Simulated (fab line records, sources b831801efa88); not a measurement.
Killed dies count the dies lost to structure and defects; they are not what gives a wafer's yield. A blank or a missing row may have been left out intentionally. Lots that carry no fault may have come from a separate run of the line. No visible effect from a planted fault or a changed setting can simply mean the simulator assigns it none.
The tool behind it: which one? :: flow sky130 :: 18 wafers sampled from 6 lots at 1 step of a route of 708

WHAT THE GAUGES SHOWED, per wafer
SKY_VIA3_CD_MEAS_12: target cd 200 nm.
lot: L683
measured: day 40 18:22
on: cdSem-02
cdNm (nm): 198.8 200.5 200.8

lot: L688
measured: day 42 06:28
on: cdSem-01
cdNm (nm): 203.6 201.2 201.0

lot: L693
measured: day 43 21:43
on: cdSem-01
cdNm (nm): 202.4 202.0 201.2

lot: L698
measured: day 44 21:10
on: cdSem-02
cdNm (nm): 199.6 199.7 198.4

lot: L700
measured: day 45 12:18
on: cdSem-01
cdNm (nm): 197.6 197.7 197.9

lot: L703
measured: day 46 10:10
on: cdSem-02
cdNm (nm): 201.5 201.3 202.4

WHICH TOOL RAN EACH LOT (tool, then ch and the chambers of the sampled wafers, then the start)
The record holds no process step before these readings.

THE ANSWER, worked out from the rows above alone
Rule: what is usual is taken from the lots themselves. The widest of any qualifying gaps counts: lots, ordered by their means at a reading, are off when they make up no more than a third of the lots, leave a main group of 4 or more, and stand apart from it by 3 or more times the standard deviation of that group's means. A main group whose means are all the same, to the digits that the tables above print for the reading, isn't used. Also off: a lot with no number at a reading for which 4 or more lots have one. Any other lot the step has rows for is counted as sound.
No lot is off on any of the readings shown, so nothing can be concluded from this.

WHAT THE SIMULATOR PUT IN
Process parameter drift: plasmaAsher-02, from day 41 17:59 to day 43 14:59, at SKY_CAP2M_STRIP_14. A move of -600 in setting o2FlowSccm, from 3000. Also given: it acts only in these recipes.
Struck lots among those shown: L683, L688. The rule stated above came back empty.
